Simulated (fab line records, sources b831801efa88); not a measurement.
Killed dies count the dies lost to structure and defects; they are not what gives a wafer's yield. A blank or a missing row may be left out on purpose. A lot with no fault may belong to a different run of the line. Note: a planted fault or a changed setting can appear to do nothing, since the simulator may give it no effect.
Which tool did it?    flow sky130    Sampling: 11 lots, 33 wafers, 5 of 708 route steps

## WHAT THE GAUGES READ, wafer by wafer
SKY_VT_ADJUST_NCORE_TW_MEAS_11.
lot   measured      on             VT_ADJUST_NCORE_TW
L681  day 10 02:40  film metro-03  221.6 222.4 220.8
L683  day 10 09:35  film metro-04  220.0 218.8 221.2
L684  day 10 11:28  film metro-01  220.9 221.1 220.9
L685  day 11 03:55  film metro-01  221.5 221.8 222.1
L687  day 11 08:03  film metro-04  217.4 218.7 218.8
L692  day 12 16:17  film metro-04  218.6 219.5 218.7
L694  day 13 12:32  film metro-01  226.4 226.6 225.4
L695  day 14 07:05  film metro-03  225.5 225.3 224.6
L696  day 14 12:26  film metro-04  224.6 223.8 225.4
L697  day 14 15:18  film metro-03  220.6 221.5 219.7
L698  day 15 12:11  film metro-01  221.2 221.3 220.4

SKY_SONOS_TUNNEL_OVL_MEAS_08.
lot   measured      on          SONOS_TUNNEL_OVL (nm)
L681  day 13 01:28  overlay-02  1.9 1.5 1.2
L683  day 13 09:16  overlay-02  -2.6 -0.7 -1.7
L684  day 13 11:34  overlay-01  0.7 -0.1 -1.8
L685  day 14 06:31  overlay-01  -0.3 -0.9 -1.0
L687  day 14 10:58  overlay-01  1.2 1.5 -0.1
L692  day 15 23:16  overlay-02  3.1 1.9 1.6
L694  day 16 22:51  overlay-02  1.1 -1.0 0.6
L695  day 17 18:00  overlay-02  1.8 0.5 -1.7
L696  day 18 00:26  overlay-01  0.2 0.7 0.2
L697  day 18 03:36  overlay-01  -0.8 -0.7 -0.4
L698  day 19 03:24  overlay-02  0.2 -0.5 2.1

## WHICH TOOL RAN EACH LOT (tool, then ch and the chambers of the sampled wafers, then the start)
lot   SKY_PWDE_STRIP_09                    SKY_VT_ADJUST_NCORE_IMPLANT_09   SKY_VT_ADJUST_NCORE_STRIP_10
L681  plasma asher-02 ch 0,1, day 5 02:42  implanter-04 ch 0, day 10 02:26  plasma asher-04 ch 0,1, day 10 02:34
L683  plasma asher-02 ch 0,1, day 5 11:01  implanter-04 ch 0, day 10 09:20  plasma asher-02 ch 0,1, day 10 09:29
L684  plasma asher-02 ch 0,1, day 5 14:51  implanter-03 ch 0, day 10 11:15  plasma asher-01 ch 0,1, day 10 11:23
L685  plasma asher-01 ch 0,1, day 5 19:33  implanter-01 ch 0, day 11 03:42  plasma asher-01 ch 0,1, day 11 03:50
L687  plasma asher-04 ch 0,1, day 6 04:35  implanter-01 ch 0, day 11 07:49  plasma asher-01 ch 0,1, day 11 07:56
L692  plasma asher-02 ch 0,1, day 7 07:36  implanter-04 ch 0, day 12 16:04  plasma asher-01 ch 0,1, day 12 16:11
L694  plasma asher-02 ch 0,1, day 7 21:58  implanter-01 ch 0, day 13 12:17  plasma asher-01 ch 0,1, day 13 12:26
L695  plasma asher-02 ch 0,1, day 8 04:29  implanter-01 ch 0, day 14 06:50  plasma asher-02 ch 0,1, day 14 06:59
L696  plasma asher-01 ch 0,1, day 8 11:43  implanter-01 ch 0, day 14 12:11  plasma asher-01 ch 0,1, day 14 12:20
L697  plasma asher-04 ch 0,1, day 8 18:19  implanter-04 ch 0, day 14 15:03  plasma asher-01 ch 0,1, day 14 15:12
L698  plasma asher-02 ch 0,1, day 9 08:23  implanter-03 ch 0, day 15 11:56  plasma asher-01 ch 0,1, day 15 12:05
- SKY_PWDE_STRIP_09: strips in O2/N2.
- SKY_VT_ADJUST_NCORE_IMPLANT_09
- SKY_VT_ADJUST_NCORE_STRIP_10: strips in O2/N2.

## AS READ BY THE TOOLS THEMSELVES (means over the sampled wafers that have a number; for cases with no such wafer, the mark the record gives instead)
SKY_PWDE_STRIP_09.
lot   tool             chamber pressure mTorr (mTorr)  drypump motor current A (A)  oes product au (a.u.)  strip time to endpoint s (s)
L681  plasma asher-02  1502.3                          6.15                         0.725                  36.94
L683  plasma asher-02  1500.1                          6.14                         0.722                  36.92
L684  plasma asher-02  1500.7                          6.11                         0.726                  36.85
L685  plasma asher-01  1499.9                          5.77                         0.718                  36.68
L687  plasma asher-04  1499.6                          5.92                         0.723                  36.92
L692  plasma asher-02  1498.7                          6.15                         0.719                  36.84
L694  plasma asher-02  1499.7                          6.02                         0.727                  37.06
L695  plasma asher-02  1499.3                          6.13                         0.723                  36.83
L696  plasma asher-01  1498.6                          5.76                         0.722                  36.95
L697  plasma asher-04  1500.9                          5.75                         0.723                  37.06
L698  plasma asher-02  1500.6                          6.16                         0.721                  36.79

SKY_VT_ADJUST_NCORE_IMPLANT_09.
lot   tool          beam on s (s)  dose ions cm2  end station pressure torr (Torr)  faraday current uA
L681  implanter-04  9.97           2.4e+12        5e-06                             13.6
L683  implanter-04  9.84           2.4e+12        5e-06                             13.8
L684  implanter-03  9.97           2.4e+12        5e-06                             13.6
L685  implanter-01  10.00          2.4e+12        5e-06                             13.5
L687  implanter-01  10.13          2.4e+12        5e-06                             13.3
L692  implanter-04  9.98           2.4e+12        5e-06                             13.6
L694  implanter-01  11.14          2.4e+12        6e-05                             11.7
L695  implanter-01  10.41          2.4e+12        6e-05                             12.5
L696  implanter-01  10.76          2.4e+12        6e-05                             12.1
L697  implanter-04  9.98           2.4e+12        5e-06                             13.6
L698  implanter-03  9.85           2.4e+12        5e-06                             13.8

SKY_VT_ADJUST_NCORE_STRIP_10.
lot   tool             chamber pressure mTorr (mTorr)  drypump motor current A (A)  oes product au (a.u.)  strip time to endpoint s (s)
L681  plasma asher-04  1500.0                          5.75                         0.719                  14.15
L683  plasma asher-02  1499.6                          6.15                         0.713                  14.22
L684  plasma asher-01  1500.1                          5.78                         0.717                  14.20
L685  plasma asher-01  1502.0                          5.68                         0.711                  14.22
L687  plasma asher-01  1498.8                          5.76                         0.718                  14.20
L692  plasma asher-01  1500.1                          5.74                         0.716                  14.18
L694  plasma asher-01  1501.4                          5.69                         0.718                  14.25
L695  plasma asher-02  1500.8                          5.99                         0.716                  14.21
L696  plasma asher-01  1500.0                          5.76                         0.709                  14.27
L697  plasma asher-01  1498.2                          5.69                         0.715                  14.22
L698  plasma asher-01  1502.0                          5.76                         0.716                  14.19

## THE ANSWER, worked out from the rows above alone
Rule: the lots themselves supply what counts as usual. The widest of any qualifying gaps counts: lots, ordered by their means at a reading, are off when they make up no more than a third of the lots, leave a main group of 4 or more, and stand apart from it by 3 or more times the standard deviation of that group's means. If all means in a main group match to the digits the tables above print for the reading, that group is not used. Also off: a lot with no number at a reading for which 4 or more lots have one. Any other lot the step has rows for is counted as sound. First the gauges in route order, then the tools' own readings, where a lot's mean is used as printed above. The first step at which some lot is off is used, and at that step the reading that is off furthest; a lot without a number counts as furthest.
Off: L694, L695, L696 (SKY_VT_ADJUST_NCORE_IMPLANT_09, faraday current uA). Mean 13.6 and standard deviation 0.15 in the main group.
If a tool, at that step or one of the process steps before it, ran each lot that is off and ran no sound lot following the first of them, it fits. One fits: SKY_VT_ADJUST_NCORE_IMPLANT_09 on implanter-01. A fault onset in the window from L687 (day 11 07:49, its last sound lot) to L694 (day 13 12:17, its first lot off) fits.
The tool's own readings at SKY_VT_ADJUST_NCORE_IMPLANT_09 bear it out: on the lots that are off they differ by more than 5 times the standard deviation of the sound lots' means. beam on s reads 10.77 s there against 9.96 s on the sound lots; end station pressure torr reads 6e-05 Torr there against 5e-06 Torr on the sound lots; faraday current uA reads 12.1 there against 13.6 on the sound lots.

## WHAT THE SIMULATOR PUT IN
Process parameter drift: implanter-01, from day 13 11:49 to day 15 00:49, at SKY_VT_ADJUST_NCORE_IMPLANT_09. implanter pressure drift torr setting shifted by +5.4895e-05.
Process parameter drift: implanter-01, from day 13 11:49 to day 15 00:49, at SKY_VT_ADJUST_NCORE_IMPLANT_09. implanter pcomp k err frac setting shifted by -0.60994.
Shown lots that were struck: L694, L695, L696. The rule above reached the same finding.
